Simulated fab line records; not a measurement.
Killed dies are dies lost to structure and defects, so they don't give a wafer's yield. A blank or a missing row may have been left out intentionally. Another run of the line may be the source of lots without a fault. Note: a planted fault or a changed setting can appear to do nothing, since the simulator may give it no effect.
Chamber matching || flow gf180mcu || 4 sister chambers for GF_V2_CMP_26 on cmp-01
The step polishes, stops on SiO2, t overpolish 15 s, target thk 0 nm. 4 wafers are shown with their chamber, then 7 later ones without.

== EACH WAFER AND ITS CHAMBER ==
{"wafer": "L582.3", "chamber": 2, "time to endpoint s (s)": 78}
{"wafer": "L582.4", "chamber": 0, "time to endpoint s (s)": 83}
{"wafer": "L589.1", "chamber": 1, "time to endpoint s (s)": 75}
{"wafer": "L589.2", "chamber": 3, "time to endpoint s (s)": 81}

== WAFERS MISSING THEIR CHAMBER ==
{"wafer": "L589.3", "time to endpoint s (s)": 87}
{"wafer": "L591.3", "time to endpoint s (s)": 77}
{"wafer": "L591.4", "time to endpoint s (s)": 80}
{"wafer": "L591.6", "time to endpoint s (s)": 78}
{"wafer": "L593.2", "time to endpoint s (s)": 76}
{"wafer": "L593.3", "time to endpoint s (s)": 81}
{"wafer": "L593.5", "time to endpoint s (s)": 80}

== THE CHAMBER EACH PASSED THROUGH ==
{"wafer": "L589.3", "from the rows above": "can't be placed: 0 or 3", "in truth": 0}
{"wafer": "L591.3", "from the rows above": "can't be placed: 2 or 1 or 3", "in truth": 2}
{"wafer": "L591.4", "from the rows above": "can't be placed: 3 or 2 or 0", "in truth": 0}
{"wafer": "L591.6", "from the rows above": "can't be placed: 2 or 1 or 3", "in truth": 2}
{"wafer": "L593.2", "from the rows above": "can't be placed: 1 or 2", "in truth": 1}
{"wafer": "L593.3", "from the rows above": "can't be placed: 3 or 0 or 2", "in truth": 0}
{"wafer": "L593.5", "from the rows above": "can't be placed: 3 or 2 or 0", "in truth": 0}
Placed correctly: 0 of 7. Not placeable from these rows: 7 (in 7, the candidates include the true chamber). Number placed wrongly: 0.
How it was worked out, from the rows above alone: a wafer's distance from a chamber is the root of the sum, over the readings, of the square of ((its reading less the chamber's mean) divided by the reading's scatter). If the next closest chamber is less than 2 further off than the closest, the wafer can't be placed; otherwise it belongs to the closest. Each chamber's mean is taken over the wafers shown for it. The scatter: root of mean squared gap, hidden wafer to nearest shown wafer, with one shown wafer a chamber.
